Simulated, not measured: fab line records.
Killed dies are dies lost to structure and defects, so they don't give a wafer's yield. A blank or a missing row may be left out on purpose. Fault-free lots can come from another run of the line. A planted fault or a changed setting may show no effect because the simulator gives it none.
A struck lot beside a sound one + flow sky130 + 34 out of 708 route steps
Sound: the wafers L682.1, L682.3, L682.6. Struck: wafer L697.5. (L697.1, L697.6 of the same lot were not struck and are left out.) The cause comes at the end.
Each step with rows lists, per side, the tool, then ch with its chambers, then its first start. Under that, the readings that differ: sound wafers + struck wafers + difference of the means + sigmas: that difference in standard deviations of wafers without a fault.
alike: readings with means less than 2 such deviations apart, plus words and numbers identical on both sides. not compared: withheld readings, readings lacking a value on some wafer, bounds such as >300 that could conceal the same value, and numbers that have no deviation in the record and whose values overlap.
Wherever a step has rows on one side only, a row that says differs or no value, or a row with sigmas, the two part there. Numbers that don't overlap but have no deviation are shown without sigmas and don't part them. Lack of a reading on every wafer of one side parts them only where that side has two or more wafers.

first, 9 steps without rows for these wafers: SKY_METAL2_DEHYDRATE_07 (time 60 s); SKY_METAL2_HMDS_08 (prime time 60 s); SKY_METAL2_COAT_09 (resist thk 60 nm); SKY_METAL2_COAT_10 (resist thk 450 nm); SKY_METAL2_SOFTBAKE_11 (time 90 s); SKY_METAL2_EXPOSE_12 (exposes mask MM2, target cd 140 nm); SKY_METAL2_PEB_13; SKY_METAL2_DEVELOP_14 (develop time 60 s); SKY_METAL2_DESCUM_17 (chemistry O2, time 8 s).
SKY_METAL2_ETCH_18: etches BARC in N2/H2, stops on SiO2, time 45.9 s, target depth 60 nm.
  sound on rie-metal-04 ch 1, day 34 17:23; struck on rie-metal-01 ch 1, day 40 00:38
| reading               | sound             | struck | difference | sigmas |
|-----------------------|-------------------|--------|------------|--------|
| oes-product-au (a.u.) | 0.849 0.845 0.847 | 0.859  | +0.012     | +2     |
  alike: drypump-motor-current-A, n2-flow-sccm, throttle-valve-pct
  not compared: rf-hours-counter-h
then, 23 steps without rows for these wafers: SKY_METAL2_METAL_ETCH_19 (etches the open film in Cl2/BCl3, stops on SiO2, target depth 360 nm, time 78 s); SKY_METAL2_STRIP_20 (strips in O2/N2); SKY_METAL2_STRIP_21 (strips in post etch residue remover, time 1200 s); SKY_METAL2_CLEAN_22 (cleans in IPA, time 180 s); SKY_METAL2_CLEAN_23 (cleans in O3/DIW); SKY_VIA2_HDPCVD_00 (deposits SiO2, target thk 1180 nm, time 196.7 s); SKY_VIA2_CMP_02 (polishes SiO2); SKY_VIA2_DEHYDRATE_04 (time 60 s); SKY_VIA2_HMDS_05 (prime time 60 s); SKY_VIA2_COAT_06 (resist thk 60 nm); SKY_VIA2_COAT_07 (resist thk 450 nm); SKY_VIA2_SOFTBAKE_08 (time 90 s); SKY_VIA2_EXPOSE_09 (exposes mask VIM2, target cd 200 nm); SKY_VIA2_PEB_10; SKY_VIA2_DEVELOP_11 (develop time 60 s); SKY_VIA2_ETCH_14 (etches BARC in N2/H2, stops on SiO2, time 45.9 s, target depth 60 nm); SKY_VIA2_ETCH_15 (etches SiO2 in C4F8/O2/Ar, stops on TiN, target depth 546 nm, time 84 s); SKY_VIA2_STRIP_16 (strips in O2/N2); SKY_VIA2_STRIP_17 (strips in post etch residue remover, time 1200 s); SKY_VIA2_CLEAN_18 (cleans in IPA, time 180 s); SKY_VIA2_CLEAN_19 (cleans in O3/DIW); SKY_VIA2_SPUTTER_20 (material TiN, target thk 20 nm, time 80 s); SKY_VIA2_CVD_21 (deposits W, target thk 420 nm, time 126.4 s).
-- the record jumps here: 9 days lie between the struck wafers' starts before and after (it left off in module VIA2 and takes up again in module PAD_OPEN, whose first step shown is number 708 of the route) --
SKY_PAD_OPEN_PROBE_99:
  sound: prober-01 at day 45 13:01; struck: prober-01 at day 49 10:54
| reading                               | sound             | struck | difference | sigmas |
|---------------------------------------|-------------------|--------|------------|--------|
| defect-limited-yield (%)              | 82.7 80.1 85.8    | 73.4   | -9.5       | -5     |
| killed_at_M0_to_M3                    | 45 49 37          | 86     | +42        | +7     |
| killed_at_M4_up                       | 4 4 0             | 7      | +4         | +2     |
| killed-dies                           | 85 98 70          | 131    | +47        | +5     |
| sort_bin_5_function (%)               | 11.6 11.4 8.7     | 17.9   | +7.3       | +5     |
| sort-n-pass                           | 407 394 422       | 361    | -47        | -5     |
| sort-yield-pct (%)                    | 82.7 80.1 85.8    | 73.4   | -9.5       | -5     |
| model.etest.tester.sort-n-pass        | 407 394 422       | 361    | -47        |        |
| model.etest.tester.sort-yield-pct (%) | 82.72 80.08 85.77 | 73.37  | -9.49      |        |
| model.etest.tester.sort_bin_5_pct (%) | 11.59 11.38 8.74  | 17.89  | +7.32      |        |
| model.etest.tester.sort_bin_3_pct (%) | 0.6098 1.22 1.22  | 1.829  | +0.812     |        |
  alike: killed-at-contacts, killed-at-front-end, killed-at-other, killed-on-rim, killed-open, killed-short, sort_bin_3_pad_short, sort_bin_6_memory

WHERE THEY PART
First at SKY_METAL2_ETCH_18; last, within this record, at SKY_PAD_OPEN_PROBE_99.

WHY: whatever the simulator had introduced
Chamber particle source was rie-metal-01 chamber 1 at SKY_METAL2_ETCH_18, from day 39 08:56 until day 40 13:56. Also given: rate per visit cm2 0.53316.
